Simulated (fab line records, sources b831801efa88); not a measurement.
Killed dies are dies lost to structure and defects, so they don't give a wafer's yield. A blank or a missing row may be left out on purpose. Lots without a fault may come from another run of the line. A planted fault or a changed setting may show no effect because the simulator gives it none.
Which tool did it? | flow gf180mcu | 11 lots, 33 wafers sampled, at 4 steps of a route of 602

WHAT THE GAUGES READ, wafer by wafer
GF_M1_CD_MEAS_14: target cd 230 nm.
lot  | measured     | on        | cd_nm (nm)
L924 | day 17 17:52 | cd_sem-01 | 229.3 229.2 229.6
L929 | day 19 17:46 | cd_sem-01 | 231.1 230.5 230.5
L932 | day 21 05:23 | cd_sem-02 | 240.3 240.7 241.3 240.8 240.2 241.1
L934 | day 21 16:25 | cd_sem-01 | 240.0 239.4 239.6 239.8 238.7 239.5
L936 | day 22 05:22 | cd_sem-01 | 230.4 230.6 229.5
L938 | day 23 01:10 | cd_sem-02 | 228.8 229.6 228.2
L941 | day 23 19:44 | cd_sem-01 | 228.3 228.0 226.9
L942 | day 24 09:52 | cd_sem-02 | 227.8 227.8 229.6
L943 | day 24 10:33 | cd_sem-01 | 230.3 230.8 230.1
L944 | day 24 21:13 | cd_sem-02 | 229.3 229.8 228.9
L945 | day 25 04:32 | cd_sem-02 | 229.9 230.5 230.2

WHICH TOOL RAN EACH LOT (tool, then ch and the chambers of the sampled wafers, then the start)
lot  | GF_CONTACT_SPUTTER_23        | GF_M1_SPUTTER_03             | GF_M1_COAT_09
L924 | pvd_sputter-04, day 16 17:53 | pvd_sputter-01, day 16 18:53 | litho_track-02 ch 0, day 17 06:17
L929 | pvd_sputter-01, day 18 16:46 | pvd_sputter-02, day 18 17:33 | litho_track-01 ch 0, day 19 05:35
L932 | pvd_sputter-03, day 20 04:26 | pvd_sputter-04, day 20 05:13 | litho_track-02 ch 0, day 20 17:05
L934 | pvd_sputter-03, day 20 16:17 | pvd_sputter-02, day 20 17:04 | litho_track-02 ch 0, day 21 04:47
L936 | pvd_sputter-04, day 21 05:07 | pvd_sputter-04, day 21 05:54 | litho_track-04 ch 0, day 21 17:27
L938 | pvd_sputter-03, day 22 00:47 | pvd_sputter-02, day 22 01:34 | litho_track-04 ch 0, day 22 13:21
L941 | pvd_sputter-01, day 22 20:32 | pvd_sputter-02, day 22 21:19 | litho_track-02 ch 0, day 23 08:42
L942 | pvd_sputter-03, day 23 11:19 | pvd_sputter-02, day 23 12:06 | litho_track-02 ch 0, day 23 22:26
L943 | pvd_sputter-01, day 23 11:40 | pvd_sputter-01, day 23 12:26 | litho_track-01 ch 0, day 23 22:48
L944 | pvd_sputter-03, day 23 22:04 | pvd_sputter-01, day 23 22:51 | litho_track-04 ch 0, day 24 10:21
L945 | pvd_sputter-01, day 24 05:31 | pvd_sputter-04, day 24 06:18 | litho_track-04 ch 0, day 24 17:48
- GF_CONTACT_SPUTTER_23: material TiN, target thk 10 nm, time 40 s.
- GF_M1_SPUTTER_03: material Ti, target thk 10 nm, time 6.7 s.
- GF_M1_COAT_09: resist thk 1000 nm.

THE ANSWER, worked out from the rows above alone
Rule: what is usual is taken from the lots themselves. Put in order of their means at a reading, lots are off if they are a third of the lots or fewer, leave a main group of 4 or more, and stand apart from it by a gap of 3 or more times the standard deviation of the main group's means; of several such gaps the widest counts. A main group whose means are all the same, to the digits that the tables above print for the reading, isn't used. A lot without any number at a reading at which 4 lots or more have one is off too. The other lots that the step has rows for count as sound.
Off: L932, L934, at GF_M1_CD_MEAS_14 (cd_nm). The main group: mean 229.5 nm, standard deviation 0.94.
A tool fits if, at a process step before that reading, it ran every lot that is off, and no sound lot after the first of them. The gauges at GF_M1_CD_MEAS_14 are tried like those tools. None of those tried fits.

WHAT THE SIMULATOR HAD PUT IN
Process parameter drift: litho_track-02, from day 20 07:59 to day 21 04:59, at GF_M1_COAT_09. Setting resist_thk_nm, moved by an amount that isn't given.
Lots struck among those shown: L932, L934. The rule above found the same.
